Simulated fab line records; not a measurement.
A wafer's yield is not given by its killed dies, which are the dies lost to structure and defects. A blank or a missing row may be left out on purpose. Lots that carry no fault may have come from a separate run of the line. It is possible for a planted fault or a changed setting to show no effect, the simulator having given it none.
A struck lot beside a sound one || flow sky130 || 44 steps out of a route of 708
Sound: wafers L498.1, L498.3, L498.5. The struck wafers were L505.1, L505.5, L505.6. At the end, the cause is stated.
Order at every step that has rows: each side's tool, ch and its chambers, its first start. Under that, the readings that differ: sound wafers || struck wafers || difference of the means || sigmas: that difference in standard deviations of wafers without a fault.
alike: words and numbers the same on both sides, and readings whose means are apart by under 2 such deviations; not compared: readings that were withheld, readings missing a value for some wafer, numbers with overlapping values and no deviation given by the record, and bounds like >300 which may hide the same value.
A row with sigmas, a row that says differs or no value, or rows on one side alone: a step with any of these is where the two part. Non-overlapping numbers with no deviation appear without sigmas and do not part them. A reading missing from all wafers of one side parts the sides only when that side holds two or more wafers.

SKY_FIELD_ISO_STRIP_16: strips in O2/N2.
  sound on plasmaAsher-04 ch 0,1, day 4 08:41; struck on plasmaAsher-01 ch 0,1, day 5 23:31
  alike: drypumpMotorCurrentA, oesProductAu, stripTimeToEndpointS
  not compared: rfHoursCounterH
SKY_FIELD_ISO_ETCH_17: etches Si in HBr/Cl2/O2, target depth 342 nm, time 97.7 s.
  sound on rieSi-02 ch 1,2,3, day 4 08:47; struck on rieSi-02 ch 0,1, day 5 23:37
  alike: drypumpMotorCurrentA, oesProductAu, runLengthS, throttleValvePct
  not compared: rfHoursCounterH
then, 5 steps without rows for these wafers: SKY_FIELD_ISO_WET_ETCH_18 (etches Si3N4 in H3PO4, target depth 25 nm, time 286 s); SKY_FIELD_ISO_CLEAN_19 (cleans in SC1/SC2, time 150 s); SKY_FIELD_ISO_CLEAN_20 (cleans in dHF, time 20 s); SKY_FIELD_ISO_WET_ETCH_21 (etches SiO2 in dHF, target depth 20 nm, time 400 s); SKY_FIELD_ISO_OXIDATION_22 (stabilise 600 s, purge 300 s, target thk 10 nm).
SKY_FIELD_ISO_THK_MEAS_23:
  sound on filmMetro-03 at day 4 11:47; struck on filmMetro-02 at day 6 02:45
  alike: FIELD_ISO_OXIDATION_01_THK
then, 1 step without rows for these wafers: SKY_FIELD_ISO_CVD_24 (deposits SiO2, target thk 595 nm, time 99.2 s).
SKY_FIELD_ISO_THK_MEAS_25:
  sound on filmMetro-01 at day 4 11:55; struck on filmMetro-01 at day 6 02:53
  alike: FIELD_ISO_CVD_24_THK
then, 1 step without rows for these wafers: SKY_FIELD_ISO_ANNEAL_26 (time 1800 s).
SKY_FIELD_ISO_CMP_27: polishes, stops on Si3N4, t overpolish 16 s, target thk 457.8 nm.
  sound on cmp-02 ch 1,3, day 4 13:59; struck on cmp-01 ch 0,2,3, day 6 05:52
{"reading": "timeToEndpointS (s)", "sound": "108 109 112", "struck": "118 118 122", "difference": "+10", "sigmas": "+2"}
  alike: motorCurrentA, overpolishRunS
SKY_FIELD_ISO_WET_ETCH_28: etches SiO2 in dHF, target depth 23.7 nm, time 47 s.
  sound on wetBench-04 ch 0, day 4 14:14; struck on wetBench-02 ch 0, day 6 06:04
{"reading": "runLengthS (s)", "sound": "71.3 71.3 71.3", "struck": "44.9 44.9 44.9", "difference": -26.4, "sigmas": -9}
{"reading": "model.SiO2_of_FIELD_ISO_CVD_24.thkNm (nm)", "sound": "434.7 434.4 437.2", "struck": "450.3 450.2 451.9", "difference": "+15.4", "sigmas": ""}
  alike: bathHeatDutyPct, tempC
then, 4 steps without rows for these wafers: SKY_FIELD_ISO_WET_ETCH_29 (etches Si3N4 in H3PO4, target depth 160 nm, time 1825 s); SKY_FIELD_ISO_WET_ETCH_30 (etches SiO2 in dHF, target depth 25 nm, time 50 s); SKY_NWELL_CLEAN_00 (cleans in SC1/SC2, time 150 s); SKY_NWELL_OXIDATION_01 (stabilise 600 s, purge 300 s, target thk 10 nm).
SKY_NWELL_THK_MEAS_02:
  sound on filmMetro-03 at day 4 16:17; struck on filmMetro-02 at day 6 15:23
  alike: NWELL_OXIDATION_THK
then, 8 steps without rows for these wafers: SKY_DNWELL_DEHYDRATE_00 (time 60 s); SKY_DNWELL_HMDS_01 (prime time 60 s); SKY_DNWELL_COAT_02 (resist thk 3000 nm); SKY_DNWELL_SOFTBAKE_03; SKY_DNWELL_EXPOSE_04 (exposes mask DNM, target cd 3000 nm); SKY_DNWELL_PEB_05; SKY_DNWELL_DEVELOP_06 (develop time 60 s); SKY_DNWELL_IMPLANT_07.
SKY_DNWELL_STRIP_08: strips in O2/N2.
  sound on plasmaAsher-02 ch 0,1, day 5 08:53; struck on plasmaAsher-03 ch 0,1, day 7 08:01
{"reading": "stripTimeToEndpointS (s)", "sound": "37.07 36.92 37.08", "struck": "36.62 36.63 36.66", "difference": -0.39, "sigmas": -3}
  alike: drypumpMotorCurrentA, oesProductAu
  not compared: rfHoursCounterH
SKY_DNWELL_TW_MEAS_09:
  sound on filmMetro-04 at day 5 08:59; struck on filmMetro-04 at day 7 08:07
  alike: DNWELL_TW
then, 7 steps without rows for these wafers: SKY_PWDE_DEHYDRATE_00 (time 60 s); SKY_PWDE_HMDS_01 (prime time 60 s); SKY_PWDE_COAT_02 (resist thk 3000 nm); SKY_PWDE_SOFTBAKE_03; SKY_PWDE_EXPOSE_04 (exposes mask PWDEM, target cd 840 nm); SKY_PWDE_PEB_05; SKY_PWDE_DEVELOP_06 (develop time 60 s).
SKY_PWDE_OVL_MEAS_07:
  sound on overlay-02 at day 6 03:35; struck on overlay-01 at day 8 02:12
  alike: PWDE_OVL
then, 1 step without rows for these wafers: SKY_PWDE_IMPLANT_08.
SKY_PWDE_STRIP_09: strips in O2/N2.
  sound on plasmaAsher-02 ch 0,1, day 6 03:47; struck on plasmaAsher-02 ch 0,1, day 8 02:23
  alike: drypumpMotorCurrentA, oesProductAu, stripTimeToEndpointS
  not compared: rfHoursCounterH
SKY_PWDE_TW_MEAS_10:
  sound on filmMetro-02 at day 6 03:53; struck on filmMetro-04 at day 8 02:29
  alike: PWDE_TW
then, 3 steps without rows for these wafers: SKY_NWELL_DEHYDRATE_03 (time 60 s); SKY_NWELL_HMDS_04 (prime time 60 s); SKY_NWELL_COAT_05 (resist thk 3000 nm).
-- the record jumps here: 26 days lie between the struck wafers' starts before and after (it left off in module NWELL and takes up again in module SALICIDE, whose first step shown is number 361 of the route) --
SKY_SALICIDE_CLEAN_00: cleans in HF-last, time 30 s.
  sound on wetBench-02 ch 3, day 31 01:57; struck on wetBench-01 ch 3, day 34 02:37
{"reading": "model.SiO2_of_FIELD_ISO_CVD_24.thkNm (nm)", "sound": "359.2 359 361.6", "struck": "375.4 375.4 377", "difference": "+16.0", "sigmas": ""}
-- the record jumps here: 16 days lie between the struck wafers' starts before and after (it left off in module SALICIDE and takes up again in module PAD_OPEN, whose first step shown is number 708 of the route) --
SKY_PAD_OPEN_PROBE_99:
  sound on prober-01 at day 48 01:14; struck on prober-02 at day 50 03:07
{"reading": "model.etest.resNwell.rsOhmSq", "sound": "938.5 933.9 939.1", "struck": "1014 1020 1041", "difference": "+88", "sigmas": ""}
{"reading": "model.etest.capPolyToWell.cAfUm2", "sound": "93.01 91.19 94.1", "struck": "90.28 90.06 88.35", "difference": -3.20, "sigmas": ""}
  alike: killed_at_M0_to_M3, killed_at_M4_up, killedAtContacts, killedAtFrontEnd, killedAtOther, killedDies, killedOpen, killedShort
  not compared: model.etest.res_p_drift_20v.lineOhmUm, model.etest.res_p_drift_20v.rsOhmSq, model.etest.pfet_16v.rOnOhmUm, model.etest.resIsoPwell.rsOhmSq, model.etest.resIsoPwell.lineOhmUm, model.etest.capLiToPoly.cAfUm2

== WHERE THEY PART ==
Last at SKY_DNWELL_STRIP_08 as far as this record goes, first at SKY_FIELD_ISO_CMP_27. Later steps at which nothing parts them and some readings are alike: SKY_DNWELL_TW_MEAS_09, SKY_PWDE_OVL_MEAS_07, SKY_PWDE_STRIP_09, SKY_PWDE_TW_MEAS_10, SKY_PAD_OPEN_PROBE_99.

WHY: whatever the simulator had introduced
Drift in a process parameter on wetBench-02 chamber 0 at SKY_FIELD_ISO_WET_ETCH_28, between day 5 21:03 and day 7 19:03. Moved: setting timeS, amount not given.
